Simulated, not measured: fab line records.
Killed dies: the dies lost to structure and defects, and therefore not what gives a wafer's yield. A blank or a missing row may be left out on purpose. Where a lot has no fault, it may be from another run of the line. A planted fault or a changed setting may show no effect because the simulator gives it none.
Which tool was responsible? | flow gf180mcu | Sampling: 24 lots, 72 wafers, 6 of 602 route steps

== WHAT THE GAUGES READ, wafer by wafer ==
GF_DUAL_GATE_THK_MEAS_03. Usual: DUAL_GATE_OXIDATION_00_THK 10.82 nm, standard deviation 0.19.
lot  | measured     | on            | DUAL_GATE_OXIDATION_00_THK (nm) | flag
L074 | day 8 00:25  | film_metro-01 | 10.82 10.69 10.75               |
L075 | day 8 07:26  | film_metro-01 | 10.79 10.83 10.60               |
L076 | day 8 12:46  | film_metro-03 | 11.09 11.00 11.07               |
L077 | day 8 19:36  | film_metro-01 | 10.39 10.32 10.56               |
L078 | day 9 02:28  | film_metro-03 | 10.80 10.55 10.63               |
L079 | day 9 10:18  | film_metro-03 | 10.87 10.84 10.67               |
L080 | day 9 15:58  | film_metro-01 | 11.00 10.95 11.04               |
L081 | day 9 22:35  | film_metro-04 | 10.73 10.72 10.47               |
L082 | day 10 07:37 | film_metro-03 | 10.91 11.00 10.92               |
L083 | day 10 14:25 | film_metro-04 | 10.73 10.85 10.64               |
L084 | day 10 15:24 | film_metro-03 | 11.03 11.10 10.98               |
L085 | day 11 04:21 | film_metro-01 | 11.01 11.08 10.93               |
L086 | day 11 08:14 | film_metro-04 | 11.00 11.09 10.80               |
L087 | day 11 15:04 | film_metro-03 | 11.14 11.02 11.08               |
L088 | day 12 00:21 | film_metro-03 | 10.87 10.68 10.80               |
L089 | day 12 07:10 | film_metro-01 | 10.59 10.79 10.65               |
L090 | day 12 10:47 | film_metro-04 | 10.63 10.67 10.63               |
L091 | day 12 18:58 | film_metro-04 | 10.76 10.88 10.80               |
L092 | day 13 04:26 | film_metro-04 | 10.74 10.87 10.96               |
L093 | day 13 08:41 | film_metro-01 | 10.85 10.54 10.72               |
L094 | day 13 14:13 | film_metro-03 | 10.87 11.15 10.81               |
L095 | day 13 20:10 | film_metro-04 | 10.94 10.93 10.64               |
L096 | day 14 04:17 | film_metro-04 | 10.71 10.44 10.73               |
L097 | day 14 09:47 | film_metro-04 | 11.06 11.16 11.06               |

GF_DUAL_GATE_OVL_MEAS_11. Usual: DUAL_GATE_OVL -0.7 nm, standard deviation 1.5.
lot  | measured     | on         | DUAL_GATE_OVL (nm) | flag
L074 | day 8 17:35  | overlay-01 | 1.5 0.2 -0.4       |
L075 | day 9 01:19  | overlay-01 | -1.9 1.0 -0.2      |
L076 | day 9 05:59  | overlay-01 | 0.5 -1.4 -1.3      |
L077 | day 9 13:01  | overlay-01 | 0.8 4.1 1.3        |
L078 | day 9 20:30  | overlay-02 | -1.6 -2.2 -2.3     |
L079 | day 10 04:16 | overlay-01 | 0.6 -0.1 0.5       |
L080 | day 10 09:51 | overlay-02 | -1.2 -0.9 -0.9     |
L081 | day 10 16:09 | overlay-02 | -2.5 -2.8 -3.0     |
L082 | day 11 02:14 | overlay-02 | -0.4 -0.1 -0.3     |
L083 | day 11 09:18 | overlay-02 | 0.0 1.2 -1.1       |
L084 | day 11 10:17 | overlay-02 | -1.7 -2.6 -0.9     |
L085 | day 11 23:37 | overlay-01 | -2.1 -1.5 -1.6     |
L086 | day 12 03:55 | overlay-02 | 0.1 -4.0 -0.2      |
L087 | day 12 10:27 | overlay-02 | 0.3 -1.5 -0.8      |
L088 | day 12 19:37 | overlay-02 | -1.3 -2.4 0.2      |
L089 | day 13 03:20 | overlay-01 | 0.2 1.4 1.9        |
L090 | day 13 06:40 | overlay-02 | -1.0 -2.1 -2.3     |
L091 | day 13 15:23 | overlay-02 | -1.8 -1.2 -2.7     |
L092 | day 14 00:45 | overlay-01 | 0.1 1.6 -1.5       |
L093 | day 14 05:22 | overlay-01 | -0.7 0.8 1.6       |
L094 | day 14 11:11 | overlay-01 | 0.4 -4.0 -2.7      |
L095 | day 14 17:26 | overlay-02 | 0.0 1.4 -0.8       |
L096 | day 15 01:53 | overlay-02 | -4.0 -3.3 -1.0     |
L097 | day 15 08:14 | overlay-01 | -0.8 -0.2 -2.1     |

GF_POLY_GATE_CD_MEAS_10: target cd 280 nm. Usual: cd_nm at 280.1 nm, with a standard deviation of 1.2.
lot  | measured     | on        | cd_nm (nm)        | flag
L074 | day 9 15:51  | cd_sem-02 | 279.7 280.8 279.7 |
L075 | day 9 22:08  | cd_sem-02 | 279.5 279.4 278.5 |
L076 | day 10 04:57 | cd_sem-01 | 281.5 281.1 280.8 |
L077 | day 10 11:32 | cd_sem-02 | 280.6 280.8 280.3 |
L078 | day 10 18:54 | cd_sem-02 | 279.5 280.2 280.7 |
L079 | day 11 02:51 | cd_sem-01 | 281.5 282.8 282.7 |
L080 | day 11 08:30 | cd_sem-01 | 278.8 282.4 280.8 |
L081 | day 11 14:07 | cd_sem-01 | 279.7 279.6 280.6 |
L082 | day 12 00:27 | cd_sem-02 | 281.3 280.3 280.7 |
L083 | day 12 08:28 | cd_sem-01 | 280.0 280.7 280.2 |
L084 | day 12 10:13 | cd_sem-01 | 280.3 280.0 279.7 |
L085 | day 13 00:42 | cd_sem-01 | 278.5 278.2 277.7 |
L086 | day 13 04:09 | cd_sem-02 | 278.8 278.6 280.1 |
L087 | day 13 10:15 | cd_sem-02 | 279.6 280.5 280.9 |
L088 | day 13 19:29 | cd_sem-02 | 281.4 279.8 281.5 |
L089 | day 14 03:50 | cd_sem-01 | 278.9 279.7 279.1 |
L090 | day 14 08:30 | cd_sem-01 | 279.4 279.2 279.7 |
L091 | day 14 16:12 | cd_sem-02 | 278.1 278.9 277.5 |
L092 | day 15 02:01 | cd_sem-01 | 281.3 279.9 281.1 |
L093 | day 15 06:49 | cd_sem-01 | 279.2 280.2 280.1 |
L094 | day 15 11:57 | cd_sem-02 | 281.4 281.0 280.6 |
L095 | day 15 18:17 | cd_sem-01 | 282.2 280.5 280.7 |
L096 | day 16 03:25 | cd_sem-01 | 278.7 278.9 280.0 |
L097 | day 16 10:40 | cd_sem-01 | 280.1 279.7 278.1 |

GF_HV_LDD_CD_MEAS_07: target cd 400 nm. Usual: cd_nm at 400.2 nm, with a standard deviation of 1.9.
lot  | measured     | on        | cd_nm (nm)        | flag
L074 | day 10 13:03 | cd_sem-02 | 401.3 403.8 399.1 |
L075 | day 10 18:27 | cd_sem-02 | 402.0 400.8 398.2 |
L076 | day 11 02:32 | cd_sem-01 | 403.3 402.1 402.1 |
L077 | day 11 08:39 | cd_sem-02 | 399.3 396.6 399.8 |
L078 | day 11 15:56 | cd_sem-01 | 398.7 399.5 399.6 |
L079 | day 12 00:47 | cd_sem-01 | 399.2 398.0 399.8 |
L080 | day 12 06:21 | cd_sem-01 | 399.6 399.2 402.1 |
L081 | day 12 12:01 | cd_sem-02 | 403.1 402.7 404.4 |
L082 | day 12 21:45 | cd_sem-02 | 399.2 398.2 399.1 |
L083 | day 13 06:18 | cd_sem-02 | 400.3 400.2 401.7 |
L084 | day 13 08:47 | cd_sem-01 | 399.5 400.9 399.3 |
L085 | day 13 23:21 | cd_sem-01 | 401.7 400.6 398.3 |
L086 | day 14 04:14 | cd_sem-02 | 397.5 396.7 398.4 |
L087 | day 14 09:27 | cd_sem-01 | 401.1 399.8 401.8 |
L088 | day 14 19:10 | cd_sem-02 | 397.3 397.4 398.4 |
L089 | day 15 03:49 | cd_sem-02 | 405.0 403.9 403.1 |
L090 | day 15 09:11 | cd_sem-02 | 402.4 402.7 403.1 |
L091 | day 15 16:06 | cd_sem-01 | 399.1 398.7 399.6 |
L092 | day 16 02:51 | cd_sem-02 | 402.5 401.8 403.2 |
L093 | day 16 07:13 | cd_sem-02 | 402.6 402.9 400.2 |
L094 | day 16 12:29 | cd_sem-01 | 398.7 398.0 397.8 |
L095 | day 16 18:50 | cd_sem-02 | 398.5 397.5 396.6 |
L096 | day 17 03:45 | cd_sem-02 | 399.7 398.9 400.3 |
L097 | day 17 13:12 | cd_sem-02 | 397.7 400.8 401.3 |

GF_HV_LDD_THK_MEAS_57. Usual: HV_LDD_CVD_56_THK 90.0 nm, standard deviation 0.76.
lot  | measured     | on            | HV_LDD_CVD_56_THK (nm) | flag
L074 | day 13 05:38 | film_metro-04 | 90.7 91.1 90.2         |
L075 | day 13 10:20 | film_metro-04 | 90.6 90.2 90.3         |
L076 | day 13 19:10 | film_metro-02 | 91.2 91.1 90.8         |
L077 | day 14 03:09 | film_metro-02 | 90.8 90.9 91.2         |
L078 | day 14 08:33 | film_metro-03 | 89.5 89.8 89.5         |
L079 | day 14 19:49 | film_metro-03 | 88.8 88.7 88.8         |
L080 | day 15 01:52 | film_metro-02 | 91.0 90.2 90.9         |
L081 | day 15 07:34 | film_metro-04 | 90.5 89.9 89.8         |
L082 | day 15 18:59 | film_metro-03 | 91.0 91.0 91.2         |
L083 | day 16 02:40 | film_metro-02 | 89.5 89.8 90.1         |
L084 | day 16 06:02 | film_metro-03 | 89.1 89.8 89.7         |
L085 | day 16 22:56 | film_metro-04 | 90.4 90.6 90.8         |
L086 | day 17 03:47 | film_metro-04 | 90.4 89.7 90.5         |
L087 | day 17 10:50 | film_metro-03 | 90.5 89.6 89.6         |
L088 | day 17 19:19 | film_metro-03 | 89.4 89.2 88.9         |
L089 | day 18 05:36 | film_metro-02 | 88.7 89.1 89.4         |
L090 | day 18 12:49 | film_metro-04 | 89.4 89.1 89.4         |
L091 | day 18 19:19 | film_metro-03 | 89.7 90.7 90.3         |
L092 | day 19 05:54 | film_metro-03 | 90.1 89.6 90.1         |
L093 | day 19 12:57 | film_metro-04 | 89.7 89.0 89.1         |
L094 | day 19 17:49 | film_metro-04 | 89.2 89.5 89.2         |
L095 | day 20 01:16 | film_metro-04 | 89.6 89.9 89.8         |
L096 | day 20 08:49 | film_metro-02 | 91.0 90.7 90.7         |
L097 | day 20 18:43 | film_metro-03 | 89.8 89.9 89.3         |

GF_SAB_CD_MEAS_09: target cd 420 nm. Usual: cd_nm at 420.5 nm, with a standard deviation of 2.1.
lot  | measured     | on        | cd_nm (nm)        | flag
L074 | day 15 22:40 | cd_sem-02 | 418.5 419.0 419.0 |
L075 | day 16 04:45 | cd_sem-02 | 419.6 420.6 418.2 |
L076 | day 16 14:10 | cd_sem-01 | 421.8 423.6 420.5 |
L077 | day 16 22:11 | cd_sem-02 | 421.0 420.2 418.2 |
L078 | day 17 04:03 | cd_sem-02 | 420.8 419.8 422.5 |
L079 | day 17 18:47 | cd_sem-02 | 422.1 422.5 423.3 |
L080 | day 18 00:13 | cd_sem-01 | 424.8 422.4 421.3 |
L081 | day 18 06:16 | cd_sem-01 | 418.7 420.5 419.7 |
L082 | day 18 20:13 | cd_sem-01 | 420.2 421.5 420.4 |
L083 | day 19 03:05 | cd_sem-01 | 418.8 421.0 420.0 |
L084 | day 19 06:15 | cd_sem-02 | 417.3 415.2 415.5 |
L085 | day 20 00:17 | cd_sem-02 | 419.3 420.3 415.2 |
L086 | day 20 05:32 | cd_sem-01 | 419.3 418.5 419.8 |
L087 | day 20 13:42 | cd_sem-02 | 422.0 423.9 421.7 |
L088 | day 20 22:31 | cd_sem-01 | 424.7 424.8 422.0 |
L089 | day 21 08:13 | cd_sem-01 | 422.6 425.2 423.8 |
L090 | day 21 15:41 | cd_sem-01 | 419.6 418.3 417.1 |
L091 | day 21 22:47 | cd_sem-01 | 421.3 420.2 420.9 |
L092 | day 22 07:39 | cd_sem-01 | 420.3 418.5 420.0 |
L093 | day 22 15:55 | cd_sem-02 | 423.1 420.8 421.6 |
L094 | day 22 18:21 | cd_sem-02 | 422.5 423.3 424.0 |
L095 | day 23 03:20 | cd_sem-02 | 421.1 420.3 420.4 |
L096 | day 23 10:44 | cd_sem-01 | 417.2 418.0 418.5 |
L097 | day 23 19:15 | cd_sem-02 | 421.0 421.2 420.5 |

== WHAT TOOL EACH LOT RAN ON (gives the tool, then ch and the chambers of the sampled wafers, and finally the start) ==
The record shows no process step preceding these readings.

== WHAT THE TOOLS THEMSELVES READ (means of the sampled wafers that have a number; where no wafer has one, the mark that the record gives instead) ==
The record holds no such reading with a usual standard deviation.

== THE ANSWER, worked out from the rows above alone ==
Rule: take the mean of a lot's wafers that have a number; if it is more than 3 standard deviations from the usual mean, the lot is off. A lot without any number at a reading at which 4 lots or more have one is off too. All remaining lots with rows at the step are treated as sound. First the gauges in route order, then the tools' own readings, where a lot's mean is used as printed above. At the first step where some lot is off, the reading lying furthest off is the one used; lots without a number count as furthest.
None of the lots is off at any reading shown; this tells nothing.

== WHAT THE SIMULATOR HAD PUT IN ==
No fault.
